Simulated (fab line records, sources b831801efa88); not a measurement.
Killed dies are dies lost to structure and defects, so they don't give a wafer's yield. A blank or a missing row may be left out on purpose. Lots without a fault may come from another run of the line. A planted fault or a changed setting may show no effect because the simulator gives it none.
fab line records | flow sky130
record lots=6 wafers=18 last_day=50
route steps=708 shown NWELL@66 PWDE@84 VT_ADJUST_HVTP@85 PAD_OPEN@708
lots that met no fault: from a run of the same line without faults
start_h: hours from the record's first day to the start of the lot's first wafer shown | wait_h: hours since the lot's step before | " the same as in the row above | L1.1+2: a row that stands for several wafers | - no value, or no start given | * or withheld: withheld | < > ~ a bound
route shown NAME@n: a module of which the file shows steps, and the number in the route of the first | usual: mean/standard deviation of fault-free wafers | same: alike in all rows | chamber/n: place in a boat | sites: the reading at each site | _std_site: their standard deviation | _edge_site: outer sites' mean less inner sites' | radius_mm: how far each site lies from the wafer's centre | mask NAME#n: copy n | behind: the tool/chamber that last shaped the wafer | hold: why the lot was held/for how many hours/how that ended | device: the transistor (n, p or np) that didn't switch | end of line: the same wafers' tests at the end of the route | a step without rows: its recipe alone | killed: dies lost to structure and defects at the first sort, not the wafer's yield | map: a wafer's dies, x killed, . not, _ none there
set.NAME: the setting as run; set.NAME@STEP: as run at that earlier step | model.NAME: the simulator's own value behind a step, which no gauge read
lots at some steps of the route; a table a step, a row a wafer
services: from which hour (start_h, from the record's first day; less than 0 if before it) a tool's chamber was out of use, for how many hours, and why
## steps
# step SKY_NWELL_IMPLANT_13
# recipe species=P energy_kev=50 dose_cm2=7e+11 tilt_deg=withheld
# step SKY_NWELL_STRIP_14
# recipe chemistry=O2/N2 power_w=1400 pressure_mtorr=1500 platen_temp_c=withheld o2_flow_sccm=3000 n2_flow_sccm=300 overash_fraction=0.5
# usual chamber_pressure_mTorr=1500.0/1.4 drypump_motor_current_A=5.8/0.59 oes_product_au=0.723/0.0042 strip_time_to_endpoint_s=36.68/0.087
# columns lot.wafer tool chamber start_h wait_h chamber_pressure_mTorr drypump_motor_current_A oes_product_au rf_hours_counter_h strip_time_to_endpoint_s
L358.2 plasma_asher-03 0 121.02 0.1 1500.1 5.8 0.720 0 36.69
L358.5 " 1 " " 1498.9 5.5 0.720 - 36.63
L358.6 " 0 " " 1500.1 5.8 0.718 - 36.65
L361.1 plasma_asher-01 1 149.79 0.1 1499.9 6.2 0.720 48 36.69
L361.5 " 0 " " 1500.5 4.8 0.728 - 36.72
L361.6 " 1 " " 1498.6 6.2 0.720 - 36.76
L365.2 plasma_asher-01 1 164.92 0.1 1501.8 6.2 0.722 49 36.65
L365.4 " 0 " " 1499.6 4.8 0.724 - 36.76
L365.6 " 1 " " 1499.8 6.2 0.724 - 36.80
L366.1 plasma_asher-04 1 171.65 0.1 1500.3 6.2 0.719 46 36.82
L366.2 " 0 " " 1500.9 6.5 0.722 46 36.82
L366.6 " 1 " " 1500.4 6.2 0.726 - 36.87
L373.2 plasma_asher-04 0 208.70 0.1 1502.1 6.5 0.714 50 36.75
L373.5 " 0 " " 1498.4 6.5 0.718 - 36.84
L373.6 " 1 " " 1499.0 6.2 0.719 - 36.73
L375.1 plasma_asher-01 1 222.57 0.1 1498.9 6.2 0.727 55 36.69
L375.3 " 1 " " 1499.9 6.2 0.726 - 36.74
L375.5 " 1 " " 1499.7 6.2 0.725 - 36.75
# step SKY_NWELL_TW_MEAS_15
# usual NWELL_TW=1812/19
# columns lot.wafer tool chamber start_h wait_h NWELL_TW
L358.2 film_metro-01 - 121.13 0.1 1815
L358.5 " - " " 1826
L358.6 " - " " 1819
L361.1 film_metro-02 - 149.89 0.1 1809
L361.5 " - " " 1809
L361.6 " - " " 1818
L365.2 film_metro-01 - 165.03 0.1 1842
L365.4 " - " " 1849
L365.6 " - " " 1840
L366.1 film_metro-03 - 171.75 0.1 1796
L366.2 " - " " 1791
L366.6 " - " " 1808
L373.2 film_metro-01 - 208.81 0.1 1834
L373.5 " - " " 1827
L373.6 " - " " 1837
L375.1 film_metro-03 - 222.67 0.1 1783
L375.3 " - " " 1777
L375.5 " - " " 1779
# step SKY_NWELL_DEHYDRATE_16
# recipe temp_c=200 time_s=60
# step SKY_NWELL_HMDS_17
# recipe prime_time_s=60 prime_temp_c=120
# step SKY_NWELL_COAT_18
# recipe spin_rpm=2000 resist_thk_nm=3000
# step SKY_NWELL_SOFTBAKE_19
# recipe temp_c=110 time_s=withheld
# step SKY_NWELL_EXPOSE_20
# recipe mask_id=NWM_COMPLEMENT na=0.6 source_shape=conventional sigma_outer=0.6 polarization=unpolarized target_cd_nm=840 dose_mj=260
# step SKY_NWELL_PEB_21
# recipe temp_c=115 time_s=withheld
# step SKY_NWELL_DEVELOP_22
# recipe wall_angle_deg=90 developer=TMAH develop_time_s=60 dev_temp_c=23
# step SKY_NWELL_OVL_MEAS_23
# usual NWELL_01_OVL=-0.3/1.3
# columns lot.wafer tool chamber start_h wait_h NWELL_01_OVL[nm]
L358.2 overlay-01 - 138.82 - -2.8
L358.5 " - " " -1.9
L358.6 " - " " -0.7
L361.1 overlay-02 - 169.86 - 0.8
L361.5 " - " " -1.1
L361.6 " - " " 0.4
L365.2 overlay-01 - 185.79 - 0.5
L365.4 " - " " -1.0
L365.6 " - " " -0.3
L366.1 overlay-02 - 192.55 - -1.8
L366.2 " - " " -0.9
L366.6 " - " " -0.8
L373.2 overlay-01 - 230.21 - 0.0
L373.5 " - " " 0.2
L373.6 " - " " -0.3
L375.1 overlay-02 - 244.59 - 1.2
L375.3 " - " " -0.9
L375.5 " - " " -2.3
# step SKY_NWELL_IMPLANT_24
# recipe species=B energy_kev=140 dose_cm2=9.2e+12 tilt_deg=withheld
# step SKY_NWELL_STRIP_25
# recipe chemistry=O2/N2 power_w=1400 pressure_mtorr=1500 platen_temp_c=withheld o2_flow_sccm=3000 n2_flow_sccm=300 overash_fraction=0.5
# usual chamber_pressure_mTorr=1499.9/2 drypump_motor_current_A=5.8/0.57 oes_product_au=0.723/0.0047 strip_time_to_endpoint_s=36.94/0.11
# columns lot.wafer tool chamber start_h wait_h chamber_pressure_mTorr drypump_motor_current_A oes_product_au rf_hours_counter_h strip_time_to_endpoint_s model.coat_of_NWELL_COAT_18.thk_nm
L358.2 plasma_asher-03 0 139.00 0.1 1498.4 5.8 0.722 2 36.83 0
L358.5 " 0 " " 1500.0 5.8 0.721 - 36.84 0
L358.6 " 1 " " 1501.5 5.5 0.720 - 36.90 0
L361.1 plasma_asher-04 1 170.05 0.1 1502.7 6.2 0.721 46 37.05 0
L361.5 " 0 " " 1500.3 6.5 0.721 - 37.01 0
L361.6 " 1 " " 1502.9 6.2 0.730 - 37.03 0
L365.2 plasma_asher-04 1 185.97 0.1 - - - - - 3020
L365.4 " 0 " " - - - - - 3011
L365.6 " 1 " " - - - - - 2995
L366.1 plasma_asher-04 0 192.74 0.1 - - - - - 2999
L366.2 " 1 " " - - - - - 3000
L366.6 " 0 " " - - - - - 2993
L373.2 plasma_asher-04 1 230.39 0.1 1498.9 6.2 0.727 52 37.03 0
L373.5 " 1 " " 1500.2 6.2 0.723 - 36.95 0
L373.6 " 0 " " 1498.8 6.5 0.723 - 37.10 0
L375.1 plasma_asher-03 0 244.77 0.1 1500.8 5.8 0.714 13 36.94 0
L375.3 " 1 " " 1499.8 5.5 0.715 - 36.89 0
L375.5 " 1 " " 1501.9 5.5 0.720 - 37.01 0
# step SKY_NWELL_TW_MEAS_26
# usual NWELL_2_TW=495/5
# columns lot.wafer tool chamber start_h wait_h NWELL_2_TW
L358.2 film_metro-01 - 139.11 0.1 499
L358.5 " - " " 499
L358.6 " - " " 498
L361.1 film_metro-02 - 170.15 0.1 491
L361.5 " - " " 491
L361.6 " - " " 494
L365.2 film_metro-01 - 186.08 0.1 499
L365.4 " - " " 500
L365.6 " - " " 499
L366.1 film_metro-02 - 192.84 0.1 492
L366.2 " - " " 495
L366.6 " - " " 493
L373.2 film_metro-03 - 230.50 0.1 484
L373.5 " - " " 484
L373.6 " - " " 483
L375.1 film_metro-03 - 244.87 0.1 490
L375.3 " - " " 489
L375.5 " - " " 490
# step SKY_NWELL_CLEAN_27
# recipe chemistry=SC1/SC2 mix=1:4:20 temp_c=70 time_s=150 dry=n2_spin
# step SKY_NWELL_RTA_28
# recipe temp_c=1050 time_s=30 idle_temp_c=650 ramp_up_c_per_s=150 ramp_down_c_per_s=90 ambient=N2
# usual lamp_power_pct=25.30/0.054 wafer_temp_C_max=1054.9/0.96
# same time_s=30
# columns lot.wafer tool chamber start_h wait_h lamp_power_pct wafer_temp_C_max
L358.2 rtp_anneal-01 0 139.23 0.0 25.26 1055.5
L358.5 " 0 " " 25.24 1054.7
L358.6 " 0 " " 25.16 1054.3
L361.1 rtp_anneal-02 0 170.27 0.0 25.25 1055.2
L361.5 " 0 " " 25.29 1054.8
L361.6 " 0 " " 25.30 1054.1
L365.2 rtp_anneal-02 0 186.21 0.0 25.30 1053.7
L365.4 " 0 " " 25.32 1055.0
L365.6 " 0 " " 25.33 1053.7
L366.1 rtp_anneal-01 0 192.95 0.0 25.40 1055.1
L366.2 " 0 " " 25.33 1054.5
L366.6 " 0 " " 25.35 1055.6
L373.2 rtp_anneal-01 0 230.62 0.0 25.23 1054.4
L373.5 " 0 " " 25.29 1053.7
L373.6 " 0 " " 25.24 1054.1
L375.1 rtp_anneal-01 0 244.99 0.0 25.27 1054.9
L375.3 " 0 " " 25.41 1054.1
L375.5 " 0 " " 25.33 1054.8
# step SKY_NWELL_RS_MEAS_29
# recipe thk_meas_gauge=four-point-probe
# usual NWELL_RS=624.3/1.9
# columns lot.wafer tool chamber start_h wait_h NWELL_RS[ohm/sq]
L358.2 film_metro-02 - 139.33 0.1 626.1
L358.5 " - " " 624.3
L358.6 " - " " 626.2
L361.1 film_metro-03 - 170.37 0.1 624.7
L361.5 " - " " 625.9
L361.6 " - " " 625.3
L365.2 film_metro-03 - 186.31 0.1 624.4
L365.4 " - " " 626.0
L365.6 " - " " 625.8
L366.1 film_metro-03 - 193.05 0.1 623.6
L366.2 " - " " 623.8
L366.6 " - " " 623.7
L373.2 film_metro-02 - 230.72 0.1 630.9
L373.5 " - " " 628.9
L373.6 " - " " 628.2
L375.1 film_metro-02 - 245.09 0.1 623.5
L375.3 " - " " 625.0
L375.5 " - " " 624.8
# step SKY_NWELL_RS_MEAS_31
# recipe thk_meas_gauge=four-point-probe
# usual PWDE_RS=5273/16
# columns lot.wafer tool chamber start_h wait_h PWDE_RS[ohm/sq]
L358.2 film_metro-02 - 139.57 0.1 5271
L358.5 " - " " 5255
L358.6 " - " " 5241
L361.1 film_metro-03 - 170.61 0.1 5292
L361.5 " - " " 5295
L361.6 " - " " 5319
L365.2 film_metro-03 - 186.55 0.1 5282
L365.4 " - " " 5268
L365.6 " - " " 5273
L366.1 film_metro-03 - 193.29 0.1 5255
L366.2 " - " " 5290
L366.6 " - " " 5263
L373.2 film_metro-02 - 230.96 0.1 5288
L373.5 " - " " 5295
L373.6 " - " " 5284
L375.1 film_metro-02 - 245.33 0.1 5291
L375.3 " - " " 5284
L375.5 " - " " 5283
# step SKY_VT_ADJUST_HVTP_DEHYDRATE_00
# recipe temp_c=200 time_s=60
# step SKY_VT_ADJUST_HVTP_HMDS_01
# recipe prime_time_s=60 prime_temp_c=120
# step SKY_VT_ADJUST_HVTP_COAT_02
# recipe resist=NOVOLAK spin_rpm=3000 resist_thk_nm=1140
# step SKY_VT_ADJUST_HVTP_SOFTBAKE_03
# recipe temp_c=90 time_s=60 resist=NOVOLAK
# step SKY_VT_ADJUST_HVTP_EXPOSE_04
# recipe mask_id=HVTPM na=0.6 source_shape=conventional sigma_outer=0.6 polarization=unpolarized target_cd_nm=380 dose_mj=140
# step SKY_VT_ADJUST_HVTP_PEB_05
# recipe temp_c=withheld time_s=* resist=NOVOLAK
# step SKY_VT_ADJUST_HVTP_DEVELOP_06
# recipe resist=NOVOLAK developer=TMAH develop_time_s=60 dev_temp_c=24.09
# step SKY_VT_ADJUST_HVTP_CD_MEAS_07
# recipe target_cd_nm=380
# usual cd_nm=380.9/2.7
# columns lot.wafer tool chamber start_h wait_h cd_nm
L358.2 cd_sem-01 - 158.33 0.1 382.3
L358.5 " - " " 377.1
L358.6 " - " " 381.0
L361.1 cd_sem-01 - 191.38 0.1 378.3
L361.5 " - " " 377.9
L361.6 " - " " 378.4
L365.2 cd_sem-01 - 208.00 0.1 381.6
L365.4 " - " " 381.7
L365.6 " - " " 383.0
L366.1 cd_sem-02 - 214.58 0.1 376.6
L366.2 " - " " 379.7
L366.6 " - " " 378.8
L373.2 cd_sem-02 - 253.83 0.1 386.5
L373.5 " - " " 383.2
L373.6 " - " " 384.4
L375.1 cd_sem-02 - 269.10 0.1 376.1
L375.3 " - " " 377.4
L375.5 " - " " 380.0
# step SKY_VT_ADJUST_HVTP_OVL_MEAS_08
# usual VT_ADJUST_HVTP_OVL=-1.3/1.3
# columns lot.wafer tool chamber start_h wait_h VT_ADJUST_HVTP_OVL[nm]
L358.2 overlay-02 - 158.44 0.1 -2.8
L358.5 " - " " -1.3
L358.6 " - " " -1.4
L361.1 overlay-01 - 191.50 0.1 -2.0
L361.5 " - " " -0.9
L361.6 " - " " -0.5
L365.2 overlay-01 - 208.11 0.1 -0.4
L365.4 " - " " 0.7
L365.6 " - " " -0.5
L366.1 overlay-01 - 214.70 0.1 0.1
L366.2 " - " " -1.5
L366.6 " - " " -2.6
L373.2 overlay-02 - 253.94 0.1 0.6
L373.5 " - " " -0.3
L373.6 " - " " 0.7
L375.1 overlay-01 - 269.22 0.1 -2.4
L375.3 " - " " -1.0
L375.5 " - " " 1.0
# step SKY_VT_ADJUST_HVTP_IMPLANT_09
# recipe species=As energy_kev=150 dose_cm2=4.3e+12 tilt_deg=withheld
# step SKY_VT_ADJUST_HVTP_STRIP_10
# recipe chemistry=O2/N2 power_w=1400 pressure_mtorr=1500 platen_temp_c=withheld o2_flow_sccm=3000 n2_flow_sccm=300 overash_fraction=0.5
# usual chamber_pressure_mTorr=1500.1/1.4 drypump_motor_current_A=5.6/0.32 oes_product_au=0.715/0.0047 strip_time_to_endpoint_s=14.16/0.042
# columns lot.wafer tool chamber start_h wait_h chamber_pressure_mTorr drypump_motor_current_A oes_product_au rf_hours_counter_h strip_time_to_endpoint_s
L358.2 plasma_asher-02 0 158.62 0.1 1499.8 5.6 0.711 35 14.19
L358.5 " 1 " " 1501.1 5.8 0.712 - 14.18
L358.6 " 0 " " 1499.4 5.6 0.714 - 14.14
L361.1 plasma_asher-02 1 191.69 0.1 1499.4 5.8 0.717 38 14.09
L361.5 " 0 " " 1499.3 5.6 0.714 - 14.17
L361.6 " 1 " " 1500.2 5.8 0.718 - 14.10
L365.2 plasma_asher-03 1 208.29 0.1 1500.4 5.5 0.729 9 59.02
L365.4 " 1 " " 1501.1 5.5 0.720 - 58.90
L365.6 " 0 " " 1498.1 5.7 0.722 - 58.65
L366.1 plasma_asher-01 1 214.89 0.1 1500.0 6.3 0.728 54 58.71
L366.2 " 0 " " 1501.3 4.8 0.732 54 58.75
L366.6 " 0 " " 1499.7 4.8 0.726 - 58.61
L373.2 plasma_asher-02 1 254.12 0.1 1500.5 5.8 0.713 44 14.11
L373.5 " 1 " " 1497.9 5.8 0.711 - 14.12
L373.6 " 0 " " 1500.7 5.6 0.716 - 14.17
L375.1 plasma_asher-02 0 269.41 0.1 1500.5 5.6 0.714 45 14.17
L375.3 " 0 " " 1496.9 5.6 0.718 - 14.16
L375.5 " 1 " " 1500.0 5.8 0.709 - 14.13
# step SKY_VT_ADJUST_HVTP_TW_MEAS_11
# usual VT_ADJUST_HVTP_TW=1345/11
# columns lot.wafer tool chamber start_h wait_h hold VT_ADJUST_HVTP_TW
L358.2 film_metro-02 - 158.73 0.1 - 1349
L358.5 " - " " - 1350
L358.6 " - " " - 1354
L361.1 film_metro-03 - 191.79 0.1 - 1343
L361.5 " - " " - 1343
L361.6 " - " " - 1346
L365.2 film_metro-04 - 208.40 0.1 await_dispo/0.2h/release 30
L365.4 " - " " await_dispo/0.2h/release 30
L365.6 " - " " await_dispo/0.2h/release 30
L365.2 film_metro-04 - 208.63 0.2 - 30
L365.4 " - " " - 30
L365.6 " - " " - 30
L366.1 film_metro-03 - 214.99 0.1 await_dispo/0.2h/release 30
L366.2 " - " " await_dispo/0.2h/release 30
L366.6 " - " " await_dispo/0.2h/release 30
L366.1 film_metro-03 - 215.21 0.2 - 30
L366.2 " - " " - 30
L366.6 " - " " - 30
L373.2 film_metro-04 - 254.23 0.1 - 1348
L373.5 " - " " - 1350
L373.6 " - " " - 1348
L375.1 film_metro-04 - 269.51 0.1 - 1343
L375.3 " - " " - 1338
L375.5 " - " " - 1340
# step SKY_PAD_OPEN_PROBE_99
# usual defect_limited_yield=82.4/1.7 killed_at_M0_to_M3=43/6.4 killed_at_M4_up=3.5/1.8 killed_at_contacts=25/5.7 killed_at_front_end=15/3.9 killed_at_other=0.3/0.67 killed_dies=87/8.6 killed_open=47/6.7 killed_short=39/5.9 sort_bin_3_pad_short=0.9/0.43 sort_bin_5_function=10.4/1.3 sort_bin_6_memory=6.3/1.1 sort_n_pass=405/8.6 sort_yield_pct=82.4/1.7
# same gross_dies=492 killed_at_back_side=0 sort_bin_4_leakage[%]=0 sort_bin_8_speed[%]=0
# columns lot.wafer tool chamber start_h wait_h defect_limited_yield[%] killed_at_M0_to_M3 killed_at_M4_up killed_at_contacts killed_at_front_end killed_at_other killed_dies killed_open killed_short sort_bin_3_pad_short[%] sort_bin_5_function[%] sort_bin_6_memory[%] sort_n_pass sort_yield_pct[%]
L373.2 prober-01 - 1184.61 0.1 83.3 41 3 24 14 0 82 57 25 0.6 10.6 5.5 410 83.3
L373.5 prober-01 - 1184.76 0.2 83.3 34 1 26 20 1 82 48 33 0.8 10.2 5.7 410 83.3
L373.6 prober-01 - 1184.81 0.2 79.7 51 7 24 16 2 100 53 47 1.0 12.8 6.5 392 79.7
L375.1 prober-02 - 1201.40 0.1 85.0 34 6 24 9 1 74 35 39 0.6 7.7 6.7 418 85.0
L375.3 prober-02 - 1201.50 0.2 83.7 41 4 19 16 0 80 34 46 0.6 9.6 6.1 412 83.7
L375.5 prober-02 - 1201.60 0.2 82.7 39 9 16 21 0 85 48 37 1.0 9.6 6.7 407 82.7
# killed by level:class
L373.2 VIA1:geometric_particle:open=14 CONTACT:geometric_particle:open=12 LI_CONTACT:geometric_particle:open=7 FIELD_ISO:geometric_particle:open=5 METAL1:geometric_particle:short=5 VIA2:geometric_particle:open=5 CONTACT:geometric_particle:short=4 VIA3:geometric_particle:open=4
L373.5 CONTACT:geometric_particle:open=11 VIA1:geometric_particle:open=8 FIELD_ISO:geometric_particle:open=7 LOCAL_INTERCONNECT:geometric_particle:short=7 METAL1:geometric_particle:short=5 VIA3:geometric_particle:open=5 METAL2:geometric_particle:short=5 POLY_GATE:geometric_particle:open=4
L373.6 VIA3:geometric_particle:open=11 CONTACT:geometric_particle:open=8 VIA1:geometric_particle:open=8 METAL2:geometric_particle:short=7 METAL1:geometric_particle:short=6 FIELD_ISO:geometric_particle:short=6 CONTACT:geometric_particle:short=6 FIELD_ISO:geometric_particle:open=5
L375.1 VIA3:geometric_particle:open=7 CONTACT:geometric_particle:open=6 LI_CONTACT:geometric_particle:short=6 VIA1:geometric_particle:open=6 LI_CONTACT:geometric_particle:open=5 VIA3:geometric_particle:short=5 METAL4:geometric_particle:short=5 VIA1:geometric_particle:short=4
L375.3 METAL2:geometric_particle:short=8 LOCAL_INTERCONNECT:geometric_particle:short=6 LI_CONTACT:geometric_particle:open=5 METAL3:geometric_particle:short=5 VIA1:geometric_particle:open=5 VIA2:geometric_particle:open=5 FIELD_ISO:geometric_particle:open=4 FIELD_ISO:geometric_particle:short=4
L375.5 FIELD_ISO:geometric_particle:open=8 POLY_GATE:geometric_particle:open=8 LI_CONTACT:geometric_particle:open=8 VIA1:geometric_particle:open=8 METAL4:geometric_particle:short=8 METAL1:geometric_particle:short=7 VIA3:geometric_particle:open=6 METAL3:geometric_particle:short=4
## services
# columns tool chamber start_h hours kind
plasma_asher-03 - 108.75 9.0 pm
plasma_asher-03 0 108.75 9.0 vent_cycle
plasma_asher-03 1 108.75 9.0 vent_cycle
plasma_asher-03 0 117.75 - clean
plasma_asher-03 1 117.75 - clean
## key
first_sign step=SKY_NWELL_STRIP_25 reading=tool_record direction=missing
effect step=SKY_VT_ADJUST_HVTP_STRIP_10 reading=strip_time_to_endpoint_s direction=up sigmas=99+ usual=* struck=*
effect step=SKY_VT_ADJUST_HVTP_TW_MEAS_11 reading=visit direction=added
effect step=SKY_VT_ADJUST_HVTP_TW_MEAS_11 reading=VT_ADJUST_HVTP_TW direction=down sigmas=99+ usual=1345 struck=30
model_effect step=SKY_NWELL_STRIP_25 value=coat_of_NWELL_COAT_18.thk_nm without=0 struck=3003
met_at SKY_NWELL_STRIP_25
struck_wafers L365.2,L365.4,L365.6,L366.1,L366.2,L366.6
scrapped_behind SKY_VT_ADJUST_HVTP_TW_MEAS_11 L365.2,L365.4,L365.6,L366.1,L366.2,L366.6
onset_between 170.05 185.97
fault kind=skipped_step_whole tool=plasma_asher-04 chamber=- onset_h=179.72 steps=SKY_NWELL_STRIP_25 scope=struck_lots_only
